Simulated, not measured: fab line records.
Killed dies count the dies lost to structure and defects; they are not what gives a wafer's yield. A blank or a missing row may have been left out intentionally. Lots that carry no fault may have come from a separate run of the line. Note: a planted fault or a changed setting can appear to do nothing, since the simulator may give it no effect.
What tool caused it? || flow sky130 || Sampling: 14 lots, 42 wafers, 4 of 708 route steps

== WHAT EACH GAUGE READ, for each wafer ==
SKY_VT_ADJUST_LVTN_OVL_MEAS_07. Usual: VT_ADJUST_LVTN_OVL gives 2.0 nm (standard deviation 1.5).
{"lot": "L720", "measured": "day 7 00:36", "on": "overlay-02", "VT_ADJUST_LVTN_OVL (nm)": "3.4 2.8 4.2", "flag": ""}
{"lot": "L719", "measured": "day 7 00:45", "on": "overlay-01", "VT_ADJUST_LVTN_OVL (nm)": "1.1 1.7 1.0", "flag": ""}
{"lot": "L722", "measured": "day 7 14:24", "on": "overlay-02", "VT_ADJUST_LVTN_OVL (nm)": "2.6 2.6 1.0", "flag": ""}
{"lot": "L723", "measured": "day 7 18:01", "on": "overlay-01", "VT_ADJUST_LVTN_OVL (nm)": "-0.4 -1.5 -1.9", "flag": ""}
{"lot": "L724", "measured": "day 8 00:21", "on": "overlay-02", "VT_ADJUST_LVTN_OVL (nm)": "2.1 2.2 2.6", "flag": ""}
{"lot": "L725", "measured": "day 8 16:37", "on": "overlay-02", "VT_ADJUST_LVTN_OVL (nm)": "2.8 2.4 2.9", "flag": ""}
{"lot": "L726", "measured": "day 8 20:33", "on": "overlay-01", "VT_ADJUST_LVTN_OVL (nm)": "0.5 0.8 0.8", "flag": ""}
{"lot": "L727", "measured": "day 9 03:30", "on": "overlay-02", "VT_ADJUST_LVTN_OVL (nm)": "5.3 2.3 2.8", "flag": ""}
{"lot": "L728", "measured": "day 9 09:34", "on": "overlay-01", "VT_ADJUST_LVTN_OVL (nm)": "1.2 1.5 1.4", "flag": ""}
{"lot": "L729", "measured": "day 9 12:33", "on": "overlay-01", "VT_ADJUST_LVTN_OVL (nm)": "1.4 2.8 1.5", "flag": ""}
{"lot": "L731", "measured": "day 10 04:51", "on": "overlay-02", "VT_ADJUST_LVTN_OVL (nm)": "4.3 3.8 3.8", "flag": ""}
{"lot": "L732", "measured": "day 10 15:16", "on": "overlay-02", "VT_ADJUST_LVTN_OVL (nm)": "2.9 4.2 2.1", "flag": ""}
{"lot": "L735", "measured": "day 11 14:07", "on": "overlay-02", "VT_ADJUST_LVTN_OVL (nm)": "2.9 2.9 2.3", "flag": ""}
{"lot": "L736", "measured": "day 11 14:28", "on": "overlay-02", "VT_ADJUST_LVTN_OVL (nm)": "1.7 1.8 2.0", "flag": ""}

SKY_LDD_N_OVL_MEAS_07. Usual: LDD_N_OVL gives -0.7 nm (standard deviation 1.4).
{"lot": "L720", "measured": "day 17 19:42", "on": "overlay-02", "LDD_N_OVL (nm)": "0.6 0.8 1.1", "flag": ""}
{"lot": "L719", "measured": "day 17 15:40", "on": "overlay-01", "LDD_N_OVL (nm)": "-0.7 -0.9 -0.7", "flag": ""}
{"lot": "L722", "measured": "day 18 15:27", "on": "overlay-01", "LDD_N_OVL (nm)": "-2.0 -2.8 -1.2", "flag": ""}
{"lot": "L723", "measured": "day 18 20:19", "on": "overlay-01", "LDD_N_OVL (nm)": "-0.5 0.6 -0.1", "flag": ""}
{"lot": "L724", "measured": "day 19 16:27", "on": "overlay-01", "LDD_N_OVL (nm)": "-0.6 -0.6 0.1", "flag": ""}
{"lot": "L725", "measured": "day 20 03:58", "on": "overlay-01", "LDD_N_OVL (nm)": "0.2 -0.6 -1.2", "flag": ""}
{"lot": "L726", "measured": "day 20 13:39", "on": "overlay-01", "LDD_N_OVL (nm)": "0.0 0.7 -0.8", "flag": ""}
{"lot": "L727", "measured": "day 20 22:43", "on": "overlay-02", "LDD_N_OVL (nm)": "2.3 1.6 1.4", "flag": ""}
{"lot": "L728", "measured": "day 21 08:01", "on": "overlay-02", "LDD_N_OVL (nm)": "1.1 0.4 0.3", "flag": ""}
{"lot": "L729", "measured": "day 21 11:40", "on": "overlay-01", "LDD_N_OVL (nm)": "-1.4 -2.0 -0.5", "flag": ""}
{"lot": "L731", "measured": "day 22 04:57", "on": "overlay-02", "LDD_N_OVL (nm)": "-1.3 -1.2 -1.5", "flag": ""}
{"lot": "L732", "measured": "day 22 21:30", "on": "overlay-02", "LDD_N_OVL (nm)": "-5.3 -2.4 -3.0", "flag": ""}
{"lot": "L735", "measured": "day 24 00:07", "on": "overlay-02", "LDD_N_OVL (nm)": "0.8 1.0 0.6", "flag": ""}
{"lot": "L736", "measured": "day 24 02:46", "on": "overlay-01", "LDD_N_OVL (nm)": "-3.6 -2.7 -3.1", "flag": ""}

SKY_LDD_LDN_TW_MEAS_13. Usual: LDD_LDN_TW gives 1486 (standard deviation 7.1).
{"lot": "L720", "measured": "day 22 23:48", "on": "film metro-01", "LDD_LDN_TW": "1483 1488 1493", "flag": ""}
{"lot": "L719", "measured": "day 22 18:35", "on": "film metro-03", "LDD_LDN_TW": "1478 1475 1481", "flag": ""}
{"lot": "L722", "measured": "day 24 00:11", "on": "film metro-01", "LDD_LDN_TW": "1487 1481 1489", "flag": ""}
{"lot": "L723", "measured": "day 24 00:29", "on": "film metro-01", "LDD_LDN_TW": "1487 1481 1479", "flag": ""}
{"lot": "L724", "measured": "day 24 19:29", "on": "film metro-02", "LDD_LDN_TW": "1488 1500 1496", "flag": ""}
{"lot": "L725", "measured": "day 25 07:25", "on": "film metro-03", "LDD_LDN_TW": "1471 1471 1480", "flag": ""}
{"lot": "L726", "measured": "day 25 14:57", "on": "film metro-02", "LDD_LDN_TW": "1485 1492 1498", "flag": ""}
{"lot": "L727", "measured": "day 25 23:54", "on": "film metro-02", "LDD_LDN_TW": "1494 1491 1488", "flag": ""}
{"lot": "L728", "measured": "day 26 10:24", "on": "film metro-03", "LDD_LDN_TW": "1494 1486 1492", "flag": ""}
{"lot": "L729", "measured": "day 26 11:42", "on": "film metro-01", "LDD_LDN_TW": "1490 1486 1485", "flag": ""}
{"lot": "L731", "measured": "day 27 06:29", "on": "film metro-03", "LDD_LDN_TW": "1485 1485 1494", "flag": ""}
{"lot": "L732", "measured": "day 27 21:56", "on": "film metro-01", "LDD_LDN_TW": "1478 1486 1479", "flag": ""}
{"lot": "L735", "measured": "day 28 22:45", "on": "film metro-01", "LDD_LDN_TW": "1488 1484 1494", "flag": ""}
{"lot": "L736", "measured": "day 29 01:33", "on": "film metro-03", "LDD_LDN_TW": "1476 1484 1484", "flag": ""}

== EACH LOT AND THE TOOL THAT RAN IT (in order: tool; ch and the chambers of the sampled wafers; start) ==
{"lot": "L720", "SKY_FIELD_ISO_ETCH_17": "rie si-02 ch 0,3, day 2 10:41"}
{"lot": "L719", "SKY_FIELD_ISO_ETCH_17": "rie si-01 ch 0,1,3, day 2 10:49"}
{"lot": "L722", "SKY_FIELD_ISO_ETCH_17": "rie si-02 ch 0,2,3, day 2 19:56"}
{"lot": "L723", "SKY_FIELD_ISO_ETCH_17": "rie si-01 ch 0,3, day 3 00:26"}
{"lot": "L724", "SKY_FIELD_ISO_ETCH_17": "rie si-02 ch 1,2,3, day 3 05:19"}
{"lot": "L725", "SKY_FIELD_ISO_ETCH_17": "rie si-02 ch 0,2, day 3 13:23"}
{"lot": "L726", "SKY_FIELD_ISO_ETCH_17": "rie si-01 ch 1,3, day 3 20:07"}
{"lot": "L727", "SKY_FIELD_ISO_ETCH_17": "rie si-01 ch 1,3, day 4 02:28"}
{"lot": "L728", "SKY_FIELD_ISO_ETCH_17": "rie si-02 ch 0,2,3, day 4 06:59"}
{"lot": "L729", "SKY_FIELD_ISO_ETCH_17": "rie si-01 ch 0,1,3, day 4 09:19"}
{"lot": "L731", "SKY_FIELD_ISO_ETCH_17": "rie si-01 ch 1,3, day 4 21:13"}
{"lot": "L732", "SKY_FIELD_ISO_ETCH_17": "rie si-02 ch 0,1,2, day 5 03:58"}
{"lot": "L735", "SKY_FIELD_ISO_ETCH_17": "rie si-01 ch 1,3, day 5 20:10"}
{"lot": "L736", "SKY_FIELD_ISO_ETCH_17": "rie si-01 ch 0,3, day 6 00:49"}
- SKY_FIELD_ISO_ETCH_17: etches Si in HBr/Cl2/O2, target depth 342 nm, time 97.7 s.

== WHAT THE TOOLS THEMSELVES READ (means of the sampled wafers that have a number; where no wafer has one, the mark that the record gives instead) ==
SKY_FIELD_ISO_ETCH_17. Usual: drypump motor current A 5.55 A, standard deviation 0.27; he backside leak sccm 2.97 sccm, standard deviation 0.12; oes product au 1.002 a.u., standard deviation 0.0094; throttle valve pct 25.655 %, standard deviation 0.01.
{"lot": "L720", "tool": "rie si-02", "drypump motor current A (A)": 5.61, "he backside leak sccm (sccm)": 2.87, "oes product au (a.u.)": 0.998, "throttle valve pct (%)": 25.660, "flag": ""}
{"lot": "L719", "tool": "rie si-01", "drypump motor current A (A)": 5.43, "he backside leak sccm (sccm)": 3.06, "oes product au (a.u.)": 1.003, "throttle valve pct (%)": 25.641, "flag": ""}
{"lot": "L722", "tool": "rie si-02", "drypump motor current A (A)": 5.68, "he backside leak sccm (sccm)": 2.98, "oes product au (a.u.)": 0.996, "throttle valve pct (%)": 25.658, "flag": ""}
{"lot": "L723", "tool": "rie si-01", "drypump motor current A (A)": 5.37, "he backside leak sccm (sccm)": 3.01, "oes product au (a.u.)": 1.002, "throttle valve pct (%)": 25.659, "flag": ""}
{"lot": "L724", "tool": "rie si-02", "drypump motor current A (A)": 5.53, "he backside leak sccm (sccm)": 2.88, "oes product au (a.u.)": 0.999, "throttle valve pct (%)": 25.649, "flag": ""}
{"lot": "L725", "tool": "rie si-02", "drypump motor current A (A)": 5.93, "he backside leak sccm (sccm)": 2.90, "oes product au (a.u.)": 1.002, "throttle valve pct (%)": 25.656, "flag": ""}
{"lot": "L726", "tool": "rie si-01", "drypump motor current A (A)": 5.60, "he backside leak sccm (sccm)": 3.05, "oes product au (a.u.)": 1.011, "throttle valve pct (%)": 25.651, "flag": ""}
{"lot": "L727", "tool": "rie si-01", "drypump motor current A (A)": 5.61, "he backside leak sccm (sccm)": 2.99, "oes product au (a.u.)": 1.006, "throttle valve pct (%)": 25.648, "flag": ""}
{"lot": "L728", "tool": "rie si-02", "drypump motor current A (A)": 5.69, "he backside leak sccm (sccm)": 2.99, "oes product au (a.u.)": 0.999, "throttle valve pct (%)": 25.647, "flag": ""}
{"lot": "L729", "tool": "rie si-01", "drypump motor current A (A)": 5.41, "he backside leak sccm (sccm)": 3.06, "oes product au (a.u.)": 1.009, "throttle valve pct (%)": 25.656, "flag": ""}
{"lot": "L731", "tool": "rie si-01", "drypump motor current A (A)": 5.63, "he backside leak sccm (sccm)": 3.05, "oes product au (a.u.)": 1.002, "throttle valve pct (%)": 25.654, "flag": ""}
{"lot": "L732", "tool": "rie si-02", "drypump motor current A (A)": 5.76, "he backside leak sccm (sccm)": 2.87, "oes product au (a.u.)": 1.004, "throttle valve pct (%)": 25.662, "flag": ""}
{"lot": "L735", "tool": "rie si-01", "drypump motor current A (A)": 5.48, "he backside leak sccm (sccm)": 3.00, "oes product au (a.u.)": 0.821, "throttle valve pct (%)": 25.773, "flag": "OFF"}
{"lot": "L736", "tool": "rie si-01", "drypump motor current A (A)": 5.54, "he backside leak sccm (sccm)": 2.96, "oes product au (a.u.)": 0.812, "throttle valve pct (%)": 25.785, "flag": "OFF"}

== THE ANSWER, worked out from the rows above alone ==
Rule: lot off if the mean of its wafers having a number is beyond 3 standard deviations from the usual mean. A lot without any number at a reading at which 4 lots or more have one is off too. The other lots that the step has rows for count as sound. First the gauges in route order, then the tools' own readings, where a lot's mean is used as printed above. At the first step where some lot is off, the reading lying furthest off is the one used; lots without a number count as furthest.
Off, at SKY_FIELD_ISO_ETCH_17 on oes product au: L735, L736.
A tool fits if, at that step or a process step before it, it ran every lot that is off, and no sound lot after the first of them. One fits: SKY_FIELD_ISO_ETCH_17 on rie si-01. Its last sound lot is L731 (day 4 21:13), its first lot that is off L735 (day 5 20:10): a fault that began between those two fits.
The tool's own readings at SKY_FIELD_ISO_ETCH_17 bear it out: on the lots that are off they differ by more than 5 times the standard deviation of the sound lots' means. oes product au reads 0.817 a.u. there against 1.003 a.u. on the sound lots; throttle valve pct reads 25.779 % there against 25.653 % on the sound lots.

== WHAT THE SIMULATOR HAD INSERTED ==
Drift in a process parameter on rie si-01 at SKY_FIELD_ISO_ETCH_17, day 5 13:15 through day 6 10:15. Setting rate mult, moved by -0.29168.
Lots struck among those shown: L735, L736. The rule given above showed the same thing.
